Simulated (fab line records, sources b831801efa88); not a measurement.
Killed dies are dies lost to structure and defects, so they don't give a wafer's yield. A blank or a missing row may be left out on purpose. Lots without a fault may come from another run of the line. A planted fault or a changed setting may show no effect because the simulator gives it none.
Which tool did it? | flow gf180mcu | 14 lots, 42 wafers sampled, at 3 steps of a route of 602

WHAT THE GAUGES READ, wafer by wafer
GF_M4_OVL_MEAS_15.
lot  | measured     | on         | M4_OVL (nm)
L196 | day 23 06:35 | overlay-01 | -11 -6 5
L197 | day 24 00:37 | overlay-02 | -11 -3 -9
L198 | day 24 04:24 | overlay-02 | 1 2 -7
L199 | day 24 15:25 | overlay-02 | -4 -2 -9
L200 | day 24 21:34 | overlay-02 | 4 2 0
L201 | day 25 08:17 | overlay-02 | -2 1 -1
L206 | day 26 20:30 | overlay-02 | -10 -14 0
L208 | day 27 14:58 | overlay-02 | -6 -3 -3
L213 | day 28 23:49 | overlay-02 | -1 -2 0
L214 | day 29 08:46 | overlay-01 | -6 -5 -3
L216 | day 29 21:55 | overlay-01 | 0 -3 1
L217 | day 30 01:15 | overlay-02 | -3 0 -2
L218 | day 30 11:34 | overlay-01 | -4 3 -7
L219 | day 30 19:46 | overlay-02 | -1 -10 -16

GF_V4_THK_MEAS_01.
lot  | measured     | on            | V4_CVD_00_THK (nm)
L196 | day 23 07:21 | film_metro-04 | 597 591 592
L197 | day 24 01:23 | film_metro-02 | 596 593 601
L198 | day 24 05:12 | film_metro-02 | 590 598 598
L199 | day 24 16:11 | film_metro-01 | 605 604 603
L200 | day 24 22:19 | film_metro-02 | 602 599 593
L201 | day 25 09:02 | film_metro-02 | 613 604 609
L206 | day 26 21:15 | film_metro-04 | 603 600 602
L208 | day 27 15:44 | film_metro-04 | 604 609 599
L213 | day 29 00:35 | film_metro-02 | 597 599 589
L214 | day 29 09:31 | film_metro-04 | 603 602 600
L216 | day 29 22:40 | film_metro-01 | 594 597 601
L217 | day 30 02:07 | film_metro-01 | 599 590 591
L218 | day 30 12:19 | film_metro-01 | 606 599 597
L219 | day 30 20:31 | film_metro-04 | 598 597 604

WHICH TOOL RAN EACH LOT (tool, then ch and the chambers of the sampled wafers, then the start)
lot  | GF_CONTACT_ETCH_17
L196 | rie_diel-04 ch 1,3, day 15 22:00
L197 | rie_diel-04 ch 1,2, day 16 16:00
L198 | rie_diel-03 ch 0,1,3, day 16 19:00
L199 | rie_diel-04 ch 0,2,3, day 17 08:00
L200 | rie_diel-03 ch 0,1,3, day 17 16:00
L201 | rie_diel-02 ch 0,1,3, day 18 02:00
L206 | rie_diel-02 ch 0,1,3, day 19 21:00
L208 | rie_diel-02 ch 1,2,3, day 20 17:00
L213 | rie_diel-03 ch 1,2,3, day 22 09:00
L214 | rie_diel-03 ch 1,2, day 22 20:00
L216 | rie_diel-03 ch 0,2,3, day 23 09:00
L217 | rie_diel-02 ch 1,3, day 23 15:00
L218 | rie_diel-02 ch 0,1,3, day 24 03:00
L219 | rie_diel-04 ch 0,1,3, day 24 10:00
- GF_CONTACT_ETCH_17: etches SiO2 in C4F8/O2/Ar, stops on CoSi2, target depth 860 nm.

WHAT THE TOOLS THEMSELVES READ (means of the sampled wafers that have a number; where no wafer has one, the mark that the record gives instead)
GF_CONTACT_ETCH_17.
lot  | tool        | oes_product_au (a.u.)
L196 | rie_diel-04 | 0.818
L197 | rie_diel-04 | 0.813
L198 | rie_diel-03 | 0.811
L199 | rie_diel-04 | 0.819
L200 | rie_diel-03 | 0.815
L201 | rie_diel-02 | 0.816
L206 | rie_diel-02 | 0.811
L208 | rie_diel-02 | 0.815
L213 | rie_diel-03 | 0.809
L214 | rie_diel-03 | 0.817
L216 | rie_diel-03 | 0.816
L217 | rie_diel-02 | 0.815
L218 | rie_diel-02 | 0.817
L219 | rie_diel-04 | 0.819

THE ANSWER, worked out from the rows above alone
Rule: what is usual is taken from the lots themselves. Put in order of their means at a reading, lots are off if they are a third of the lots or fewer, leave a main group of 4 or more, and stand apart from it by a gap of 3 or more times the standard deviation of the main group's means; of several such gaps the widest counts. A main group whose means are all the same, to the digits that the tables above print for the reading, isn't used. A lot without any number at a reading at which 4 lots or more have one is off too. The other lots that the step has rows for count as sound. The gauges are gone through in route order, then the tools' own readings, and for those a lot's mean is taken as printed above. The first step at which some lot is off is used, and at that step the reading that is off furthest; a lot without a number counts as furthest.
No lot is off at any reading shown: from this, nothing can be told.

WHAT THE SIMULATOR HAD PUT IN
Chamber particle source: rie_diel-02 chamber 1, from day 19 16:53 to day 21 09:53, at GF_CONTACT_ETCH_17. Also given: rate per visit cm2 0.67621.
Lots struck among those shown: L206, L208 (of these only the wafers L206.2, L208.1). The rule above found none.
